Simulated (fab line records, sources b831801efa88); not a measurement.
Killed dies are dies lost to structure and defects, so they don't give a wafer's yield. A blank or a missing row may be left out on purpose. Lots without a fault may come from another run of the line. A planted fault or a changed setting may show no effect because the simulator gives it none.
Which tool did it? | flow gf180mcu | 13 lots, 39 wafers sampled, at 4 steps of a route of 602

WHAT THE GAUGES READ, wafer by wafer
GF_VT_IMPLANT_RS_MEAS_47: measures by four-point-probe.
lot  | measured     | on            | NWELL_RS (ohm/sq)
L803 | day 7 11:28  | film_metro-01 | 486.8 487.6 486.6
L804 | day 7 18:40  | film_metro-03 | 490.3 489.4 489.9
L813 | day 10 15:19 | film_metro-04 | 490.6 489.5 489.6
L814 | day 11 02:12 | film_metro-03 | 488.8 486.5 488.0
L815 | day 11 03:46 | film_metro-04 | 487.2 489.1 490.4
L816 | day 11 07:52 | film_metro-04 | 490.3 487.7 489.9
L817 | day 11 13:07 | film_metro-03 | 489.8 489.2 488.9
L819 | day 12 02:07 | film_metro-04 | 487.8 487.6 486.4
L818 | day 12 02:42 | film_metro-04 | 487.8 489.6 488.9
L820 | day 12 09:34 | film_metro-04 | 487.1 488.6 485.7
L821 | day 12 12:33 | film_metro-04 | 489.3 487.9 487.6
L823 | day 13 02:56 | film_metro-04 | 490.2 488.4 490.5
L826 | day 14 08:55 | film_metro-01 | 487.7 488.2 487.6

GF_CONTACT_THK_MEAS_26: measures by xrf.
lot  | measured     | on            | CONTACT_W_THK (nm)
L803 | day 16 03:10 | film_metro-01 | 302 300 299
L804 | day 16 06:28 | film_metro-04 | 319 314 312
L813 | day 20 03:41 | film_metro-04 | 315 315 311
L814 | day 20 15:52 | film_metro-04 | 307 309 308
L815 | day 20 20:40 | film_metro-03 | 300 299 301
L816 | day 21 02:08 | film_metro-03 | 297 307 306
L817 | day 21 06:58 | film_metro-01 | 305 309 302
L819 | day 22 01:23 | film_metro-03 | 301 311 302
L818 | day 22 05:52 | film_metro-03 | 307 300 306
L820 | day 22 10:45 | film_metro-03 | 300 302 300
L821 | day 22 13:53 | film_metro-03 | 302 297 298
L823 | day 23 05:07 | film_metro-04 | 309 317 308
L826 | day 24 11:10 | film_metro-03 | 309 299 305

WHICH TOOL RAN EACH LOT (tool, then ch and the chambers of the sampled wafers, then the start)
lot  | GF_LVPWELL_STRIP_10                 | GF_SALICIDE_RTA_06
L803 | plasma_asher-01 ch 0,1, day 3 21:50 | rtp_anneal-01 ch 0, day 15 03:02
L804 | plasma_asher-04 ch 0,1, day 4 03:05 | rtp_anneal-02 ch 0, day 15 06:56
L813 | plasma_asher-01 ch 0,1, day 6 13:05 | rtp_anneal-02 ch 0, day 19 01:42
L814 | plasma_asher-01 ch 0,1, day 6 21:44 | rtp_anneal-02 ch 0, day 19 13:22
L815 | plasma_asher-04 ch 0, day 6 22:05   | rtp_anneal-01 ch 0, day 19 18:45
L816 | plasma_asher-03 ch 0,1, day 7 01:50 | rtp_anneal-01 ch 0, day 20 00:14
L817 | plasma_asher-04 ch 0,1, day 7 06:35 | rtp_anneal-01 ch 0, day 20 05:07
L819 | plasma_asher-03 ch 0,1, day 7 15:13 | rtp_anneal-01 ch 0, day 20 23:29
L818 | plasma_asher-03 ch 1, day 7 16:13   | rtp_anneal-02 ch 0, day 21 04:11
L820 | plasma_asher-04 ch 0,1, day 7 22:38 | rtp_anneal-01 ch 0, day 21 09:14
L821 | plasma_asher-04 ch 0,1, day 8 01:36 | rtp_anneal-02 ch 0, day 21 12:40
L823 | plasma_asher-03 ch 0,1, day 8 13:44 | rtp_anneal-02 ch 0, day 22 04:17
L826 | plasma_asher-03 ch 0,1, day 9 12:43 | rtp_anneal-02 ch 0, day 23 10:16
- GF_LVPWELL_STRIP_10: strips in O2/N2.
- GF_SALICIDE_RTA_06: time 30 s.

WHAT THE TOOLS THEMSELVES READ (means of the sampled wafers that have a number; where no wafer has one, the mark that the record gives instead)
GF_LVPWELL_STRIP_10.
lot  | tool            | chamber_pressure_mTorr (mTorr) | drypump_motor_current_A (A) | heater_power_w (W) | oes_product_au (a.u.) | platen_temp_c (C) | strip_time_to_endpoint_s (s)
L803 | plasma_asher-01 | 1500.9                         | 5.1                         | 349                | 0.720                 | 250.22            | 36.98
L804 | plasma_asher-04 | 1500.2                         | 5.8                         | 330                | 0.722                 | 250.05            | 36.87
L813 | plasma_asher-01 | 1201.1                         | 5.1                         | 346                | 0.687                 | 249.83            | 40.06
L814 | plasma_asher-01 | 1198.7                         | 5.1                         | 349                | 0.685                 | 249.81            | 39.90
L815 | plasma_asher-04 | 1500.4                         | 5.3                         | 313                | 0.720                 | 249.96            | 36.96
L816 | plasma_asher-03 | 1499.7                         | 5.8                         | 308                | 0.723                 | 249.95            | 37.01
L817 | plasma_asher-04 | 1501.2                         | 5.6                         | 326                | 0.719                 | 249.95            | 36.90
L819 | plasma_asher-03 | 1501.1                         | 5.8                         | 308                | 0.726                 | 250.14            | 36.94
L818 | plasma_asher-03 | 1499.3                         | 6.4                         | 336                | 0.722                 | 249.99            | 37.07
L820 | plasma_asher-04 | 1501.6                         | 5.6                         | 316                | 0.724                 | 250.11            | 36.91
L821 | plasma_asher-04 | 1500.5                         | 5.6                         | 324                | 0.715                 | 250.07            | 37.07
L823 | plasma_asher-03 | 1500.1                         | 6.1                         | 324                | 0.723                 | 250.05            | 37.21
L826 | plasma_asher-03 | 1501.0                         | 6.1                         | 324                | 0.721                 | 250.05            | 36.89

GF_SALICIDE_RTA_06.
lot  | tool          | chamber_o2_ppm | lamp_power_pct (%) | wafer_temp_C_max
L803 | rtp_anneal-01 | 1.997          | 6.9                | 531.5
L804 | rtp_anneal-02 | 1.991          | 4.6                | 532.5
L813 | rtp_anneal-02 | 1.974          | 4.6                | 532.3
L814 | rtp_anneal-02 | 1.982          | 4.6                | 532.1
L815 | rtp_anneal-01 | 1.957          | 6.9                | 531.6
L816 | rtp_anneal-01 | 1.999          | 6.9                | 531.3
L817 | rtp_anneal-01 | 2.008          | 6.9                | 532.0
L819 | rtp_anneal-01 | 1.954          | 6.9                | 531.6
L818 | rtp_anneal-02 | 1.981          | 4.6                | 532.4
L820 | rtp_anneal-01 | 1.988          | 6.9                | 532.0
L821 | rtp_anneal-02 | 1.996          | 4.6                | 531.7
L823 | rtp_anneal-02 | 2.000          | 4.6                | 531.6
L826 | rtp_anneal-02 | 2.003          | 4.6                | 532.0

THE ANSWER, worked out from the rows above alone
Rule: what is usual is taken from the lots themselves. Put in order of their means at a reading, lots are off if they are a third of the lots or fewer, leave a main group of 4 or more, and stand apart from it by a gap of 3 or more times the standard deviation of the main group's means; of several such gaps the widest counts. A main group whose means are all the same, to the digits that the tables above print for the reading, isn't used. A lot without any number at a reading at which 4 lots or more have one is off too. The other lots that the step has rows for count as sound. The gauges are gone through in route order, then the tools' own readings, and for those a lot's mean is taken as printed above. The first step at which some lot is off is used, and at that step the reading that is off furthest; a lot without a number counts as furthest.
Off: L813, L814, at GF_LVPWELL_STRIP_10 (chamber_pressure_mTorr). The main group: mean 1500.5 mTorr, standard deviation 0.66.
A tool fits if, at that step or a process step before it, it ran every lot that is off, and no sound lot after the first of them. One fits: plasma_asher-01 at GF_LVPWELL_STRIP_10. Its last sound lot is L803 (day 3 21:50), its first lot that is off L813 (day 6 13:05): a fault that began between those two fits.
The tool's own readings at GF_LVPWELL_STRIP_10 bear it out: on the lots that are off they differ by more than 5 times the standard deviation of the sound lots' means. chamber_pressure_mTorr reads 1199.9 mTorr there against 1500.5 mTorr on the sound lots; oes_product_au reads 0.686 a.u. there against 0.721 a.u. on the sound lots; strip_time_to_endpoint_s reads 39.98 s there against 36.98 s on the sound lots.

WHAT THE SIMULATOR HAD PUT IN
Process parameter drift: plasma_asher-01, from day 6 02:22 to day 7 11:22, at GF_LVPWELL_STRIP_10. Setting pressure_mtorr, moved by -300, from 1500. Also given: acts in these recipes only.
Lots struck among those shown: L813, L814. The rule above found the same.
